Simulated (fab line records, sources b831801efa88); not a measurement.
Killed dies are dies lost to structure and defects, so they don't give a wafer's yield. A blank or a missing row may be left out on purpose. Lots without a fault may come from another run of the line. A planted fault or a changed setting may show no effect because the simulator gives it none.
A struck lot beside a sound one | flow sfq_line | 26 steps out of a route of 325
Sound: wafers L176.2, L176.3, L176.5. Struck: wafers L171.1, L171.5. (L171.6 of the same lot was not struck and is left out.) The cause comes at the end.
At each step with rows: each side's tool, then ch and its chambers, then its first start. Under that, the readings that differ: sound wafers | struck wafers | difference of the means | sigmas: that difference in standard deviations of wafers without a fault.
alike: readings whose means differ by less than 2 such deviations, and words and numbers that are the same on both sides. not compared: withheld readings, readings that some wafer has no value for, bounds like >300 that may hide the same value, and numbers for which the record gives no deviation and whose values overlap.
The two part at a step that has a row with sigmas, a row that says differs or no value, or rows on one side only. Numbers that don't overlap but have no deviation are shown without sigmas and don't part them. A reading that every wafer of one side lacks parts them only if that side has two wafers or more.

SFQ_L0_RS_MEAS_901: measures by four-point-probe.
  sound on film_metro-01, day 5 06:35; struck on film_metro-01, day 4 05:34
  reading                | sound          | struck    | difference | sigmas
  L0_MONX_KI_RS (ohm/sq) | 42.6 42.8 42.4 | 44.5 43.5 | +1.4       | +3
SFQ_L0_THK_MEAS_902: measures by xrf.
  sound on film_metro-01, day 5 06:41; struck on film_metro-01, day 4 05:41
  reading             | sound          | struck    | difference | sigmas
  L0_MONX_KI_THK (nm) | 40.5 40.5 40.9 | 39.2 39.8 | -1.1       | -2
then, 6 steps without rows for these wafers: SFQ_TRILAYER_L0_LITHO_COAT_010 (resist thk 62 nm); SFQ_TRILAYER_L0_LITHO_COAT_005 (resist thk 600 nm); SFQ_TRILAYER_L0_LITHO_SOFTBAKE_009; SFQ_TRILAYER_L0_LITHO_EXPOSE_006 (exposes mask L0, target cd 2000 nm); SFQ_TRILAYER_L0_LITHO_PEB_008 (peb time 60 s); SFQ_TRILAYER_L0_LITHO_DEVELOP_007 (time 60 s).
-- the record jumps here: 3 days lie between the struck wafers' starts before and after --
SFQ_TRILAYER_L0_BARC_OPEN_METAL_ETCH_010: etches BARC in O2, target depth 125 nm, time 41.7 s.
  sound on rie_metal-03 ch 0,1, day 9 03:06; struck on rie_metal-03 ch 0,1, day 7 17:04
  alike: drypump_motor_current_A, oes_product_au
  not compared: rf_hours_counter_h
SFQ_TRILAYER_L0_ETCH_METAL_ETCH_008: etches MoNx KI in SF6/O2, stops on SiO2, target depth 50 nm, time 25 s.
  sound on rie_metal-03 ch 0,1, day 9 03:10; struck on rie_metal-03 ch 0,1, day 7 17:08
  alike: drypump_motor_current_A, oes_product_au
  not compared: rf_hours_counter_h
SFQ_TRILAYER_L0_STRIP_STRIP_009: strips in O2.
  sound on rie_metal-03 ch 0,1, day 9 03:13; struck on rie_metal-03 ch 0,1, day 7 17:11
  alike: drypump_motor_current_A, oes_product_au, platen_temp_c
  not compared: rf_hours_counter_h
then, 1 step without rows for these wafers: SFQ_TRILAYER_L0_STRIP_SOLV_CLEAN_010 (cleans in NMP, time 600 s).
SFQ_TRILAYER_L0_CAP_PECVD_011: deposits SiO2 from SiH4/N2O, time 13.333 s, target thk 60 nm.
  sound on pecvd-02 ch 0,1,2, day 9 03:59; struck on pecvd-03 ch 0,2, day 7 17:57
  reading                                             | sound             | struck      | difference | sigmas
  model.SiO2_of_TRILAYER_L0_CAP_PECVD_011.thk_nm (nm) | 59.46 58.42 60.71 | 46.12 47.83 | -12.56     |
  alike: heater_power_w, throttle_valve_pct
then, 6 steps without rows for these wafers: SFQ_TRILAYER_L0_VIA_LITHO_COAT_018 (resist thk 62 nm); SFQ_TRILAYER_L0_VIA_LITHO_COAT_013 (resist thk 650 nm); SFQ_TRILAYER_L0_VIA_LITHO_SOFTBAKE_017; SFQ_TRILAYER_L0_VIA_LITHO_EXPOSE_014 (exposes mask L0V, target cd 700 nm); SFQ_TRILAYER_L0_VIA_LITHO_PEB_016 (peb time 60 s); SFQ_TRILAYER_L0_VIA_LITHO_DEVELOP_015 (time 60 s).
-- the record jumps here: 4 days lie between the struck wafers' starts before and after --
SFQ_L0V_OVL_MEAS_903:
  sound on overlay-02, day 13 15:09; struck on overlay-01, day 11 19:41
  alike: L0V_OVL
SFQ_TRILAYER_L0_VIA_BARC_OPEN_VIA_ETCH_021: etches BARC in O2, target depth 125 nm, time 41.7 s.
  sound on rie_diel-03 ch 0,1, day 13 15:11; struck on rie_diel-03 ch 1,2, day 11 19:44
  alike: drypump_motor_current_A, oes_product_au
  not compared: rf_hours_counter_h
SFQ_TRILAYER_L0_VIA_ETCH_VIA_ETCH_016: etches SiO2 in CHF3, stops on MoNx KI, target depth 80 nm.
  sound on rie_diel-03 ch 0,1, day 13 15:13; struck on rie_diel-03 ch 1,2, day 11 19:46
  reading                         | sound             | struck      | difference | sigmas
  oes_product_au (a.u.)           | 0.837 0.828 0.853 | 0.735 0.746 | -0.099     | -13
  model.etch.depth_nm (nm)        | 59.46 58.42 60.71 | 46.12 47.83 | -12.56     |
  model.L0V.feature_depth_nm (nm) | 59.46 58.42 60.71 | 46.12 47.83 | -12.56     |
  alike: drypump_motor_current_A
SFQ_TRILAYER_L0_VIA_STRIP_STRIP_017: strips in O2.
  sound on rie_metal-03 ch 0, day 13 15:16; struck on rie_metal-03 ch 1, day 11 19:49
  alike: drypump_motor_current_A, oes_product_au, platen_temp_c
  not compared: rf_hours_counter_h
then, 1 step without rows for these wafers: SFQ_TRILAYER_L0_VIA_STRIP_SOLV_CLEAN_018 (cleans in NMP, time 600 s).
SFQ_TRILAYER_M0_DEP_PRE_CLEAN_020: time 15 s.
  sound on pvd_sputter-06, day 13 16:02; struck on pvd_sputter-06, day 11 20:35
  reading                                             | sound             | struck      | difference | sigmas
  model.SiO2_of_TRILAYER_L0_CAP_PECVD_011.thk_nm (nm) | 54.46 53.42 55.71 | 41.12 42.83 | -12.56     |
then, 1 step without rows for these wafers: SFQ_TRILAYER_M0_DEP_SPUTTER_019 (material Nb, target thk 200 nm, time 133.3 s).

WHERE THEY PART
First at SFQ_L0_RS_MEAS_901; last, within this record, at SFQ_TRILAYER_L0_VIA_ETCH_VIA_ETCH_016. Later steps at which nothing parts them and some readings are alike: SFQ_TRILAYER_L0_VIA_STRIP_STRIP_017.

WHY: what the simulator had put in
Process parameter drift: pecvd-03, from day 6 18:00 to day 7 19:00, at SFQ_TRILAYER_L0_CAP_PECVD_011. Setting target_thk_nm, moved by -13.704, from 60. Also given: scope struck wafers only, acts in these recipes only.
